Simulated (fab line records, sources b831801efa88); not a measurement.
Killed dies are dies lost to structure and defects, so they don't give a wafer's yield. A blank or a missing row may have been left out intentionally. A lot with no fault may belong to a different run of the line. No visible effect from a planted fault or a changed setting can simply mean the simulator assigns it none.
Comparing a struck lot with a sound one -- flow gf180mcu -- 16 out of 602 route steps
Sound: the wafers L798.1, L798.2, L798.6. Wafers L809.3, L809.5, L809.6 were the ones struck. At the end, the cause is stated.
At each step with rows: each side's tool, then ch and its chambers, then its first start. Under that, the readings that differ: sound wafers -- struck wafers -- difference of the means -- sigmas: that difference in standard deviations of wafers without a fault.
alike: a reading whose means differ by less than 2 such deviations, as well as words and numbers matching on both sides. not compared: withheld readings; readings where some wafer has no value; bounds like >300 that might hide an equal value; numbers whose values overlap and for which the record gives no deviation.
The two part at a step that has a row with sigmas, a row that says differs or no value, or rows on one side only. Non-overlapping numbers with no deviation appear without sigmas and do not part them. Lack of a reading on every wafer of one side parts them only where that side has two or more wafers.

GF_POLY_GATE_ETCH_13: etches poly-Si in HBr/Cl2, stops on SiO2, target depth 198.5 nm, time 69.6 s.
  sound on rie_si-02 ch 1,2,3, day 9 08:32; struck on rie_si-02 ch 0,1, day 12 15:10
  alike: drypump_motor_current_A, mfc_cl2_sccm, oes_product_au, throttle_valve_pct
  not compared: rf_hours_counter_h
GF_POLY_GATE_STRIP_14: strips in O2/N2.
  sound on plasma_asher-03 ch 0,1, day 9 08:36; struck on plasma_asher-04 ch 0,1, day 12 15:15
  alike: drypump_motor_current_A, heater_power_w, o2_flow_sccm, oes_product_au
  not compared: rf_hours_counter_h
then, 2 steps without rows for these wafers: GF_POLY_GATE_CLEAN_15 (cleans in SC1/SC2, time 150 s); GF_POLY_GATE_OXIDATION_16 (stabilise 600 s, purge 300 s, target thk 4 nm).
GF_POLY_GATE_THK_MEAS_17:
  sound: film_metro-03 at day 9 15:25; struck: film_metro-02 at day 12 20:18
  alike: POLY_GATE_OXIDATION_THK
GF_POLY_GATE_CD_MEAS_18:
  sound: cd_sem-02 at day 9 15:28; struck: cd_sem-01 at day 12 20:23
  alike: cd_nm
then, 6 steps without rows for these wafers: GF_HV_LDD_DEHYDRATE_00 (time 60 s); GF_HV_LDD_HMDS_01 (prime time 60 s); GF_HV_LDD_COAT_02 (resist thk 1000 nm); GF_HV_LDD_SOFTBAKE_03 (time 60 s); GF_HV_LDD_EXPOSE_04 (exposes mask Nplus LV AREA, target cd 400 nm); GF_HV_LDD_PEB_05.
GF_HV_LDD_DEVELOP_06: develop time 60 s.
  sound on litho_track-04 ch 0, day 10 07:53; struck on litho_track-02 ch 0, day 13 15:03
  alike: resist_line_temp_C
GF_HV_LDD_CD_MEAS_07 targets a cd of 400 nm.
  sound: cd_sem-02 at day 10 08:02; struck: cd_sem-02 at day 13 15:29
reading,sound,struck,difference,sigmas
cd_nm (nm),401.1 400.5 399.2,380.5 380.7 380.7,-19.6,-10
  not compared: hold
GF_HV_LDD_OVL_MEAS_08:
  sound: overlay-02 at day 10 08:10; struck: overlay-01 at day 13 19:13
reading,sound,struck,difference,sigmas
hold,- - -,await_dispo/3.7h/release await_dispo/3.7h/release await_dispo/3.7h/release,no value on the sound wafers,
  alike: HV_LDD_OVL
GF_PASSIVATION_PROBE_99:
  rows exist in the record for the sound wafers here (prober-01, day 29 01:01), none for the struck ones

== WHERE THEY PART ==
At GF_HV_LDD_CD_MEAS_07 first; at GF_PASSIVATION_PROBE_99 last (within this record only).

WHY: whatever the simulator had introduced
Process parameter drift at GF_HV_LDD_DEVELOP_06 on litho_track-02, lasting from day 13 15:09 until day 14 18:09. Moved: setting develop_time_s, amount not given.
